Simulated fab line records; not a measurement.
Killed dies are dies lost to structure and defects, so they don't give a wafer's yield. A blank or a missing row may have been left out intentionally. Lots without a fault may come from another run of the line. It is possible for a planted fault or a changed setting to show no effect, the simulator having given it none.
Which tool was responsible?    flow sky130    11 lots, 33 wafers sampled, at 4 steps of a route of 708

## WHAT EACH GAUGE READ, for each wafer
SKY_SD_N_CD_MEAS_07: target cd 380 nm.
lot   measured      on         cd nm (nm)
L560  day 28 03:41  cd sem-01  378.9 379.8 380.1
L562  day 28 14:49  cd sem-02  380.5 380.9 380.0
L563  day 28 20:34  cd sem-02  381.3 385.4 381.1
L564  day 29 05:24  cd sem-01  380.2 378.7 378.0
L565  day 29 13:13  cd sem-01  376.8 379.8 378.2
L566  day 29 22:47  cd sem-01  381.0 381.2 381.6
L567  day 30 20:12  cd sem-01  378.7 380.0 378.8
L575  day 32 20:47  cd sem-02  348.1 345.0 346.1 348.3 345.2 346.1
L577  day 33 15:53  cd sem-01  351.0 351.7 351.3 351.4 352.2 351.3
L579  day 34 00:15  cd sem-01  381.4 378.6 381.6
L582  day 35 00:35  cd sem-01  378.6 376.8 376.7

SKY_CONTACT_THK_MEAS_26: measures by xrf.
lot   measured      on             CONTACT_W_THK (nm)
L560  day 31 21:11  film metro-04  344 345 346
L562  day 32 07:58  film metro-01  339 341 341
L563  day 32 14:45  film metro-01  336 333 339
L564  day 32 21:42  film metro-03  329 333 332
L565  day 33 05:47  film metro-03  333 341 337
L566  day 33 14:41  film metro-03  345 337 341
L567  day 34 10:58  film metro-03  340 337 340
L575  day 36 10:10  film metro-01  340 339 341
L577  day 37 04:20  film metro-04  344 345 343
L579  day 37 12:38  film metro-01  343 341 341
L582  day 38 12:07  film metro-03  345 341 342

## EACH LOT AND THE TOOL THAT RAN IT (in order: tool; ch and the chambers of the sampled wafers; start)
lot   SKY_POLY_GATE_STRIP_18                SKY_SD_N_EXPOSE_04
L560  plasma asher-04 ch 0,1, day 16 13:31  iline stepper-02 ch 0, day 27 13:44
L562  plasma asher-04 ch 0,1, day 17 01:17  iline stepper-02 ch 0, day 28 01:25
L563  plasma asher-02 ch 0,1, day 17 04:23  iline stepper-02 ch 0, day 28 07:22
L564  plasma asher-04 ch 0,1, day 17 16:56  iline stepper-02 ch 0, day 28 15:48
L565  plasma asher-02 ch 0,1, day 18 01:47  iline stepper-02 ch 0, day 28 23:16
L566  plasma asher-02 ch 0,1, day 18 09:56  iline stepper-02 ch 0, day 29 09:24
L567  plasma asher-04 ch 0,1, day 19 09:47  iline stepper-01 ch 0, day 30 05:46
L575  plasma asher-02 ch 0,1, day 21 15:56  iline stepper-02 ch 0, day 32 08:00
L577  plasma asher-03 ch 0,1, day 22 13:13  iline stepper-02 ch 0, day 33 02:49
L579  plasma asher-04 ch 0,1, day 23 03:53  iline stepper-01 ch 0, day 33 11:15
L582  plasma asher-04 ch 0,1, day 24 06:10  iline stepper-01 ch 0, day 34 11:20
- SKY_POLY_GATE_STRIP_18: strips in O2/N2.
- SKY_SD_N_EXPOSE_04: exposes mask NSDM, target cd 380 nm.

## AS READ BY THE TOOLS THEMSELVES (means over the sampled wafers that have a number; for cases with no such wafer, the mark the record gives instead)
SKY_POLY_GATE_STRIP_18.
lot   tool             drypump motor current A (A)  oes product au (a.u.)  strip time to endpoint s (s)
L560  plasma asher-04  5.8                          0.359                  3.161
L562  plasma asher-04  5.8                          0.360                  3.201
L563  plasma asher-02  6.1                          0.361                  3.162
L564  plasma asher-04  5.8                          0.364                  3.191
L565  plasma asher-02  6.1                          0.363                  3.198
L566  plasma asher-02  5.9                          0.363                  3.196
L567  plasma asher-04  5.8                          0.364                  3.178
L575  plasma asher-02  5.9                          0.360                  3.174
L577  plasma asher-03  5.2                          0.362                  3.146
L579  plasma asher-04  5.7                          0.363                  3.173
L582  plasma asher-04  5.7                          0.360                  3.156

SKY_SD_N_EXPOSE_04.
lot   tool              exposure dose mJ cm2
L560  iline stepper-02  140.97
L562  iline stepper-02  141.04
L563  iline stepper-02  141.05
L564  iline stepper-02  141.13
L565  iline stepper-02  141.00
L566  iline stepper-02  140.91
L567  iline stepper-01  140.97
L575  iline stepper-02  125.31
L577  iline stepper-02  128.22
L579  iline stepper-01  140.90
L582  iline stepper-01  141.09

## THE ANSWER, worked out from the rows above alone
Rule: the lots themselves supply what counts as usual. Put in order of their means at a reading, lots are off if they are a third of the lots or fewer, leave a main group of 4 or more, and stand apart from it by a gap of 3 or more times the standard deviation of the main group's means; of several such gaps the widest counts. A main group is skipped when, at the precision printed for the reading in the tables above, its means are all equal. A lot without any number at a reading at which 4 lots or more have one is off too. The other lots that the step has rows for count as sound. First the gauges in route order, then the tools' own readings, where a lot's mean is used as printed above. The first step at which some lot is off is used, and at that step the reading that is off furthest; a lot without a number counts as furthest.
Off, at SKY_SD_N_CD_MEAS_07 on cd nm: L575, L577. Main group: mean 379.8 nm, sd 1.5.
If a tool, at a process step before that reading, ran all the lots that are off and no sound lot after the first of them, it fits. Not tried: the gauges at SKY_SD_N_CD_MEAS_07; whatever is off there is also off at SKY_SD_N_EXPOSE_04, on other tools, and gauge error can't account for it. One candidate fits, namely iline stepper-02 at SKY_SD_N_EXPOSE_04. Its last sound lot is L566 (day 29 09:24), its first lot that is off L575 (day 32 08:00): a fault that began between those two fits.
The tool's own readings at SKY_SD_N_EXPOSE_04 bear it out: on the lots that are off they differ by more than 5 times the standard deviation of the sound lots' means. exposure dose mJ cm2 reads 126.77 there against 141.01 on the sound lots.

## WHAT WAS PUT IN BY THE SIMULATOR
Process parameter drift: iline stepper-02, from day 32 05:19 on, at SKY_SD_N_EXPOSE_04. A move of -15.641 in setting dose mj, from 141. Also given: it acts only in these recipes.
Struck lots among those shown: L575, L577. The rule above reached the same finding.
